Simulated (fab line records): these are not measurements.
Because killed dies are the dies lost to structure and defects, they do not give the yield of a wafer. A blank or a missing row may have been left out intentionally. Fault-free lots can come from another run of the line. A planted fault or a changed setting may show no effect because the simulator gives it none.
fab line records	flow sky130
[record] lots = 12	wafers = 35	last-day = 50
route steps=708 shown METAL2@483 METAL3@535 PAD_OPEN@708
lots untouched by any fault: they come from a run of this same line in which no faults occurred
start-h: hours from the record's opening day to when the first of the lot's shown wafers began	wait-h: hours from the lot's prior step to this one	" the same as in the row above	L1.1+2: one row covering several wafers at once	- value missing, or start not given	* or withheld: withheld	< > ~ a bound
route shown NAME@n: NAME is a module with steps in the file, n the number in the route of the first one	usual: the fault-free wafers' mean and standard deviation	same: alike in all rows	chamber/n: place in a boat	sites: per-site readings	_std_site: standard deviation across them	_edge_site: inner sites' mean taken away from outer sites' mean	radius-mm: for every site, how far away it sits from the centre of the wafer	mask NAME#n: copy n	behind: the most recent tool/chamber to have shaped the wafer	hold: why the lot went on hold/how many hours it stayed there/how the hold came to an end	device: transistor that didn't switch, given as n, p or np	end of line: the route-end tests of the same wafers	a step given without rows: its recipe and nothing more	killed: dies lost to structure and defects at the first sort, not the wafer's yield	map: shows each die of a wafer: x if killed, . if not, _ if none is there
set.NAME: the run value of the setting; set.NAME@STEP: its run value at that earlier step	model.NAME: the simulator's own value behind a step, which no gauge read
one table for each step of the route and one row for each wafer, over a sample of lots
services: from which hour (start-h, from the record's first day; less than 0 if before it) a tool's chamber was out of use, for how many hours, and why
[[steps]]
[step SKY_METAL2_SPUTTER_00]
[recipe] material = Ti	target-thk-nm = 15	power-w = 3000	time-s = 10	chamber-pressure-pa = 0.4
[usual] throttle-valve-pct = 30.5/0.81
lot.wafer	tool	chamber	start-h	wait-h	throttle-valve-pct
L658.2	pvd-sputter-02	-	796.60	0.2	31.1
L658.4	"	-	"	"	30.2
L658.5	"	-	"	"	31.4
L659.1	pvd-sputter-01	-	802.82	0.1	30.2
L659.2	"	-	"	"	30.3
L659.6	"	-	"	"	31.7
L662.2	pvd-sputter-02	-	827.86	0.1	31.3
L662.3	"	-	"	"	30.7
L662.4	"	-	"	"	29.7
L668.2	pvd-sputter-01	-	880.56	0.1	31.6
L668.4	"	-	"	"	30.5
L668.6	"	-	"	"	30.1
L670.4	pvd-sputter-02	-	891.13	0.1	31.3
L670.6	"	-	"	"	29.9
L671.1	pvd-sputter-02	-	893.38	0.2	29.8
L671.5	"	-	"	"	31.3
L671.6	"	-	"	"	30.0
L672.1	pvd-sputter-02	-	897.71	0.1	31.4
L672.3	"	-	"	"	29.7
L672.4	"	-	"	"	30.7
L673.1	pvd-sputter-03	-	912.79	0.1	31.5
L673.2	"	-	"	"	29.1
L673.3	"	-	"	"	31.7
L676.4	pvd-sputter-03	-	928.58	0.2	31.2
L676.5	"	-	"	"	31.6
L676.6	"	-	"	"	29.2
L677.3	pvd-sputter-02	-	930.41	0.1	29.8
L677.4	"	-	"	"	31.4
L677.6	"	-	"	"	31.5
L678.1	pvd-sputter-01	-	936.46	0.1	29.0
L678.4	"	-	"	"	30.2
L678.5	"	-	"	"	29.9
L679.1	pvd-sputter-02	-	951.98	0.1	30.5
L679.4	"	-	"	"	31.4
L679.6	"	-	"	"	31.4
[step SKY_METAL2_CD_MEAS_15]
[recipe] target-cd-nm = 140
[usual] cd-nm = 139.8/1.4
lot.wafer	tool	chamber	start-h	wait-h	cd-nm
L658.2	cd-sem-02	-	823.18	-	140.6
L658.4	"	-	"	"	140.6
L658.5	"	-	"	"	138.5
L659.1	cd-sem-02	-	829.36	-	140.9
L659.2	"	-	"	"	139.5
L659.6	"	-	"	"	141.0
L662.2	cd-sem-01	-	854.38	-	140.9
L662.3	"	-	"	"	140.6
L662.4	"	-	"	"	139.7
L668.2	cd-sem-01	-	906.21	-	139.0
L668.4	"	-	"	"	138.8
L668.6	"	-	"	"	139.6
L670.4	cd-sem-01	-	917.04	-	140.1
L670.6	"	-	"	"	138.7
L671.1	cd-sem-01	-	918.66	-	141.0
L671.5	"	-	"	"	140.5
L671.6	"	-	"	"	141.8
L672.1	cd-sem-01	-	922.51	-	139.6
L672.3	"	-	"	"	138.0
L672.4	"	-	"	"	137.1
L673.1	cd-sem-02	-	938.51	-	140.1
L673.2	"	-	"	"	140.1
L673.3	"	-	"	"	139.8
L676.4	cd-sem-02	-	954.02	-	139.8
L676.5	"	-	"	"	141.2
L676.6	"	-	"	"	139.6
L677.3	cd-sem-01	-	954.98	-	141.3
L677.4	"	-	"	"	141.0
L677.6	"	-	"	"	141.3
L678.1	cd-sem-02	-	962.16	-	140.2
L678.4	"	-	"	"	142.3
L678.5	"	-	"	"	141.4
L679.1	cd-sem-02	-	976.01	-	138.6
L679.4	"	-	"	"	138.2
L679.6	"	-	"	"	138.1
[step SKY_METAL3_SPUTTER_03]
[recipe] material = Ti	target-thk-nm = 5	power-w = 3000	time-s = 3.3	chamber-pressure-pa = 0.4
[usual] throttle-valve-pct = 30.1/0.94
lot.wafer	tool	chamber	start-h	wait-h	throttle-valve-pct
L658.2	pvd-sputter-01	-	852.87	0.0	30.0
L658.4	"	-	"	"	31.6
L658.5	"	-	"	"	30.0
L659.1	pvd-sputter-02	-	858.97	0.0	31.2
L659.2	"	-	"	"	29.7
L659.6	"	-	"	"	30.1
L662.2	pvd-sputter-01	-	883.46	0.0	30.3
L662.3	"	-	"	"	30.4
L662.4	"	-	"	"	30.1
L668.2	pvd-sputter-02	-	934.12	0.0	31.5
L668.4	"	-	"	"	29.7
L668.6	"	-	"	"	29.6
L670.4	pvd-sputter-01	-	946.07	0.0	31.9
L670.6	"	-	"	"	30.1
L671.1	pvd-sputter-01	-	947.46	0.0	31.8
L671.5	"	-	"	"	30.1
L671.6	"	-	"	"	31.8
L672.1	pvd-sputter-02	-	950.45	0.0	30.0
L672.3	"	-	"	"	30.8
L672.4	"	-	"	"	31.4
L673.1	pvd-sputter-04	-	966.33	0.0	30.5
L673.2	"	-	"	"	30.1
L673.3	"	-	"	"	29.0
L676.4	pvd-sputter-04	-	980.95	0.0	28.1
L676.5	"	-	"	"	30.4
L676.6	"	-	"	"	29.8
L677.3	pvd-sputter-02	-	981.41	0.0	31.3
L677.4	"	-	"	"	29.9
L677.6	"	-	"	"	30.0
L678.1	pvd-sputter-04	-	988.70	0.0	28.2
L678.4	"	-	"	"	29.8
L678.5	"	-	"	"	30.4
L679.1	pvd-sputter-02	-	1015.12	0.0	30.0
L679.4	"	-	"	"	31.2
L679.6	"	-	"	"	30.5
[step SKY_METAL3_ETCH_17]
[recipe] target = SiO2	stop-on = TiN	chemistry = C4F8/O2/Ar	source-w = 1500	bias-w = 1200	pressure-mtorr = 40	c4f8-flow-sccm = withheld	O2_flow_sccm = 6	Ar_flow_sccm = 300	time-s = 3.9	target-depth-a = 150
[usual] bias-w = 1200/3.6	chamber-pressure-mTorr = 39.99/0.034	oes-product-au = 0.755/0.0072
lot.wafer	tool	chamber	start-h	wait-h	bias-w	chamber-pressure-mTorr	oes-product-au	rf-hours-counter-h
L658.2	rie-diel-01	2	905.90	0.1	1192	39.99	0.740	6
L658.4	"	0	"	"	1198	39.96	0.742	-
L658.5	"	2	"	"	1203	39.95	0.758	-
L659.1	rie-diel-01	3	911.29	0.1	1199	40.02	0.739	21
L659.2	"	1	"	"	1197	40.01	0.753	14
L659.6	"	1	"	"	1194	40.01	0.758	-
L662.2	rie-diel-04	3	934.14	0.1	1200	39.97	0.760	4
L662.3	"	1	"	"	1206	39.97	0.747	13
L662.4	"	2	"	"	1200	39.99	0.759	20
L668.2	rie-diel-04	2	982.88	0.1	1200	39.97	0.753	21
L668.4	"	1	"	"	1201	39.95	0.751	14
L668.6	"	1	"	"	1200	39.92	0.746	-
L670.4	rie-diel-03	1	994.76	0.0	1204	39.93	0.762	-
L670.6	"	3	"	"	1211	39.93	0.761	-
L671.1	rie-diel-04	1	996.90	0.1	-	-	-	-
L671.5	"	0	"	"	-	-	-	-
L671.6	"	1	"	"	-	-	-	-
L672.1	rie-diel-01	3	999.24	0.1	-	-	-	-
L672.3	"	2	"	"	-	-	-	-
L672.4	"	0	"	"	-	-	-	-
L673.1	rie-diel-01	2	1015.70	0.1	1199	40.00	0.751	10
L673.2	"	0	"	"	1200	40.06	0.746	3
L673.3	"	3	"	"	1196	40.02	0.757	24
L676.4	rie-diel-01	1	1029.03	0.0	1198	39.94	0.746	19
L676.5	"	3	"	"	1200	39.98	0.758	-
L676.6	"	2	"	"	1197	39.98	0.760	-
L677.3	rie-diel-04	2	1029.05	0.0	1199	40.01	0.762	23
L677.4	"	0	"	"	1200	39.96	0.756	5
L677.6	"	1	"	"	1204	39.99	0.765	-
L678.1	rie-diel-03	0	1035.35	0.1	1197	40.01	0.752	18
L678.4	"	3	"	"	1203	40.04	0.758	8
L678.5	"	0	"	"	1198	40.05	0.757	-
L679.1	rie-diel-01	0	1060.72	0.2	1201	39.93	0.752	5
L679.4	"	1	"	"	1198	40.02	0.760	20
L679.6	"	0	"	"	1198	39.98	0.755	-
[step SKY_PAD_OPEN_PROBE_99]
[usual] defect-limited-yield = 82.6/1.8	killed_at_M0_to_M3 = 43/6.3	killed_at_M4_up = 3.0/1.6	killed-at-contacts = 25/5	killed-at-front-end = 15/4.4	killed-at-other = 0.3/0.8	killed-dies = 85/8.7	killed-on-rim = 17/3.7	killed-open = 47/6.9	killed-short = 38/6.3	sort_bin_3_pad_short = 0.9/0.39	sort_bin_5_function = 10.3/1.3	sort_bin_6_memory = 6.2/1.1	sort-n-pass = 407/8.8	sort-yield-pct = 82.6/1.8
[same] gross-dies = 492	killed-at-back-side = 0	sort_bin_4_leakage[%] = 0	sort_bin_8_speed[%] = 0
lot.wafer	tool	chamber	start-h	wait-h	defect-limited-yield[%]	killed_at_M0_to_M3	killed_at_M4_up	killed-at-contacts	killed-at-front-end	killed-at-other	killed-dies	killed-on-rim	killed-open	killed-short	sort_bin_3_pad_short[%]	sort_bin_5_function[%]	sort_bin_6_memory[%]	sort-n-pass	sort-yield-pct[%]
L658.2	prober-01	-	1077.99	0.1	86.2	30	3	24	11	0	68	14	34	34	1.4	7.5	4.9	424	86.2
L658.4	prober-01	-	1078.09	0.2	84.3	33	2	27	15	0	77	15	44	33	0.8	8.3	6.5	415	84.3
L658.5	prober-01	-	1078.14	0.2	82.5	38	0	28	19	1	86	20	49	37	1.0	8.9	7.5	406	82.5
L659.1	prober-02	-	1083.54	0.1	79.3	45	3	34	20	0	102	24	54	48	0.8	13.0	6.9	390	79.3
L659.2	prober-02	-	1083.59	0.1	81.3	46	5	24	17	0	92	22	45	47	1.2	11.2	6.3	400	81.3
L659.6	prober-02	-	1083.79	0.2	84.1	40	3	19	16	0	78	19	32	46	1.0	9.6	5.3	414	84.1
L670.4	prober-01	-	1153.52	0.2	81.5	42	4	26	18	1	91	13	53	38	1.2	9.1	8.1	401	81.5
L670.6	prober-01	-	1153.62	0.2	85.2	37	0	18	18	0	73	15	42	31	0.2	8.7	5.9	419	85.2
L671.1	prober-02	-	1154.09	0.1	0	455	4	19	14	0	492	96	46	46	1.0	93.1	5.9	0	0
L671.5	prober-02	-	1154.29	0.2	0	450	0	27	15	0	492	96	45	40	1.0	93.1	5.9	0	0
L671.6	prober-02	-	1154.34	0.2	0	451	1	22	18	0	492	96	51	38	1.6	94.5	3.9	0	0
L672.1	prober-01	-	1157.17	0.1	0	454	3	21	14	0	492	96	42	42	2.2	90.2	7.5	0	0
L672.3	prober-01	-	1157.27	0.2	0	453	1	20	18	0	492	96	31	47	3.0	88.2	8.7	0	0
L672.4	prober-01	-	1157.32	0.2	0	464	1	22	5	0	492	96	42	25	0.8	94.7	4.5	0	0
L676.4	prober-01	-	1179.51	0.2	83.7	37	1	27	14	1	80	13	48	32	0.6	10.4	5.3	412	83.7
L676.5	prober-01	-	1179.56	0.2	82.5	38	3	34	11	0	86	14	49	37	1.4	7.5	8.5	406	82.5
L676.6	prober-01	-	1179.61	0.2	82.1	45	3	23	17	0	88	18	49	39	0.6	11.2	6.1	404	82.1
L679.1	prober-01	-	1199.55	0.1	84.3	40	3	22	11	1	77	21	40	37	0.8	8.1	6.7	415	84.3
L679.4	prober-01	-	1199.70	0.2	83.7	41	4	25	10	0	80	22	51	29	1.0	8.3	6.9	412	83.7
L679.6	prober-01	-	1199.80	0.2	83.1	49	4	16	14	0	83	17	45	38	0.6	8.3	7.9	409	83.1
// killed by level:class
L658.2 CONTACT:geometric-particle:open=10 VIA1:geometric-particle:open=7 LOCAL_INTERCONNECT:geometric-particle:short=6 VIA2:geometric-particle:open=4 VIA3:geometric-particle:open=4 FIELD_ISO:geometric-particle:short=3 LI_CONTACT:geometric-particle:open=3 METAL1:geometric-particle:short=3
L658.4 VIA1:geometric-particle:open=11 CONTACT:geometric-particle:open=8 LI_CONTACT:geometric-particle:open=6 CONTACT:geometric-particle:short=5 VIA2:geometric-particle:open=5 FIELD_ISO:geometric-particle:short=4 FIELD_ISO:geometric-particle:open=4 LOCAL_INTERCONNECT:geometric-particle:short=4
L658.5 CONTACT:geometric-particle:open=14 VIA3:geometric-particle:open=8 METAL1:geometric-particle:short=7 FIELD_ISO:geometric-particle:open=5 POLY_GATE:geometric-particle:short=5 LI_CONTACT:geometric-particle:open=5 VIA2:geometric-particle:open=5 CONTACT:geometric-particle:short=4
L659.1 VIA1:geometric-particle:open=12 LI_CONTACT:geometric-particle:open=10 CONTACT:geometric-particle:open=9 METAL1:geometric-particle:short=7 CONTACT:geometric-particle:short=6 FIELD_ISO:geometric-particle:short=5 FIELD_ISO:geometric-particle:open=5 METAL2:geometric-particle:short=5
L659.2 VIA1:geometric-particle:open=12 LI_CONTACT:geometric-particle:open=8 CONTACT:geometric-particle:short=8 VIA2:geometric-particle:open=7 METAL1:geometric-particle:short=6 METAL2:geometric-particle:short=5 FIELD_ISO:geometric-particle:short=4 POLY_GATE:geometric-particle:open=4
L659.6 VIA1:geometric-particle:short=9 POLY_GATE:geometric-particle:short=7 CONTACT:geometric-particle:open=7 FIELD_ISO:geometric-particle:open=6 VIA2:geometric-particle:open=6 VIA2:geometric-particle:short=6 VIA1:geometric-particle:open=5 LI_CONTACT:geometric-particle:short=4
L670.4 CONTACT:geometric-particle:open=10 VIA3:geometric-particle:open=10 VIA1:geometric-particle:open=9 VIA2:geometric-particle:open=6 FIELD_ISO:geometric-particle:short=5 CONTACT:geometric-particle:short=5 LI_CONTACT:geometric-particle:open=4 FIELD_ISO:geometric-particle:open=4
L670.6 VIA1:geometric-particle:open=11 FIELD_ISO:geometric-particle:open=7 METAL2:geometric-particle:short=7 CONTACT:geometric-particle:open=6 CONTACT:geometric-particle:short=5 VIA2:geometric-particle:open=5 LI_CONTACT:geometric-particle:open=4 POLY_GATE:geometric-particle:short=4
L671.1 METAL3:area-etch=400 VIA1:geometric-particle:open=12 METAL1:geometric-particle:short=9 CONTACT:geometric-particle:open=7 VIA3:geometric-particle:open=6 VIA3:geometric-particle:short=6 LI_CONTACT:geometric-particle:open=4 VIA1:geometric-particle:short=4
L671.5 METAL3:area-etch=407 VIA1:geometric-particle:open=11 CONTACT:geometric-particle:open=8 LOCAL_INTERCONNECT:geometric-particle:short=7 VIA3:geometric-particle:open=6 POLY_GATE:geometric-particle:open=5 METAL2:geometric-particle:short=5 METAL1:geometric-particle:short=4
L671.6 METAL3:area-etch=403 VIA2:geometric-particle:open=14 VIA1:geometric-particle:open=10 CONTACT:geometric-particle:open=9 VIA1:geometric-particle:short=8 CONTACT:geometric-particle:short=7 FIELD_ISO:geometric-particle:short=6 FIELD_ISO:geometric-particle:open=5
L672.1 METAL3:area-etch=378 METAL2:unspecified=30 CONTACT:geometric-particle:open=10 VIA3:geometric-particle:open=8 METAL2:geometric-particle:short=6 METAL1:geometric-particle:short=6 VIA1:geometric-particle:open=6 VIA1:geometric-particle:short=6
L672.3 METAL3:area-etch=361 METAL2:unspecified=53 FIELD_ISO:geometric-particle:short=9 CONTACT:geometric-particle:short=6 VIA3:geometric-particle:open=6 LI_CONTACT:geometric-particle:open=5 VIA1:geometric-particle:open=5 VIA2:geometric-particle:short=5
L672.4 METAL3:area-etch=402 METAL2:unspecified=23 CONTACT:geometric-particle:open=9 VIA1:geometric-particle:open=8 LI_CONTACT:geometric-particle:open=6 VIA3:geometric-particle:open=6 VIA2:geometric-particle:open=6 METAL1:geometric-particle:short=5
L676.4 LI_CONTACT:geometric-particle:open=11 VIA1:geometric-particle:open=10 CONTACT:geometric-particle:short=6 VIA1:geometric-particle:short=6 VIA2:geometric-particle:open=5 CONTACT:geometric-particle:open=5 FIELD_ISO:geometric-particle:open=4 METAL1:geometric-particle:short=4
L676.5 CONTACT:geometric-particle:open=10 CONTACT:geometric-particle:short=10 VIA2:geometric-particle:open=7 VIA3:geometric-particle:open=7 LI_CONTACT:geometric-particle:open=6 VIA1:geometric-particle:open=6 POLY_GATE:geometric-particle:open=4 LOCAL_INTERCONNECT:geometric-particle:short=4
L676.6 VIA2:geometric-particle:open=12 LI_CONTACT:geometric-particle:open=7 CONTACT:geometric-particle:open=7 VIA3:geometric-particle:open=7 VIA1:geometric-particle:open=6 FIELD_ISO:geometric-particle:short=5 LOCAL_INTERCONNECT:geometric-particle:short=5 METAL1:geometric-particle:short=5
L679.1 CONTACT:geometric-particle:open=12 METAL2:geometric-particle:short=8 VIA3:geometric-particle:open=7 VIA3:geometric-particle:short=6 LI_CONTACT:geometric-particle:open=5 METAL3:geometric-particle:short=5 CONTACT:geometric-particle:short=4 VIA1:geometric-particle:short=4
L679.4 CONTACT:geometric-particle:open=10 LI_CONTACT:geometric-particle:open=9 VIA1:geometric-particle:open=7 METAL1:geometric-particle:short=6 VIA2:geometric-particle:open=5 VIA3:geometric-particle:open=5 METAL2:geometric-particle:open=4 VIA3:geometric-particle:short=4
L679.6 VIA1:geometric-particle:open=10 VIA2:geometric-particle:open=9 VIA3:geometric-particle:open=7 CONTACT:geometric-particle:open=6 METAL2:geometric-particle:short=6 FIELD_ISO:geometric-particle:short=5 LI_CONTACT:geometric-particle:short=4 VIA3:geometric-particle:short=4
[[services]]
tool	chamber	start-h	hours	kind
rie-diel-01	0	779.55	3.6	repair
rie-diel-03	1	789.64	2.9	repair
rie-diel-03	3	808.40	26.5	repair
rie-diel-04	3	808.96	-	clean
rie-diel-04	3	808.96	16.3	scheduled-down
rie-diel-04	1	815.68	15.1	repair
pvd-sputter-04	-	845.37	2.5	repair
pvd-sputter-03	-	849.39	10.7	repair
rie-diel-03	2	856.12	7.4	repair
pvd-sputter-04	-	860.42	5.1	repair
rie-diel-03	1	883.77	5.0	repair
rie-diel-01	1	903.49	4.0	repair
rie-diel-01	3	913.95	4.1	repair
rie-diel-03	1	919.90	9.4	repair
pvd-sputter-01	-	920.85	1.1	repair
rie-diel-01	0	923.08	-	clean
rie-diel-01	0	923.08	18.8	scheduled-down
rie-diel-01	0	923.08	18.8	vent-cycle
rie-diel-03	-	935.86	2.8	pm
pvd-sputter-02	-	942.61	2.5	repair
rie-diel-03	0	957.57	21.5	repair
rie-diel-01	3	961.25	21.6	repair
pvd-sputter-01	-	967.00	1.4	repair
rie-diel-03	2	994.68	5.5	repair
[[key]]
[first-sign] step = SKY_METAL3_ETCH_17	reading = tool-record	direction = missing
[effect] step = SKY_PAD_OPEN_PROBE_99	reading = killed_at_M0_to_M3	direction = up	sigmas = 65	usual = 43	struck = 454
[more-kills-born-at] SKY_METAL3_ETCH_17@rie-diel-04 = 1209	SKY_METAL3_ETCH_17@rie-diel-01 = 1141
met-at SKY_METAL3_ETCH_17
struck-lots L671,L672
later-rows-left-out L671.1,L671.5,L671.6,L672.1,L672.3,L672.4
not-acting-at SKY_METAL2_SPUTTER_00,SKY_METAL2_CD_MEAS_15,SKY_METAL3_SPUTTER_03
onset-between 982.88 996.90
[earlier-fault] kind = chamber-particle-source	tool = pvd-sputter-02	chamber = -	onset-h = 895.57	steps = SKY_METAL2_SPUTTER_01	rate-per-visit-cm2 = 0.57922
[fault] kind = skipped-step-whole	tool = rie-diel-01,rie-diel-04	chamber = -	onset-h = 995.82	steps = SKY_METAL3_ETCH_17	scope = struck-lots-only
// later-rows-left-out: the simulator's readings of these wafers behind a module that went badly wrong aren't trusted and aren't shown, but for the sort
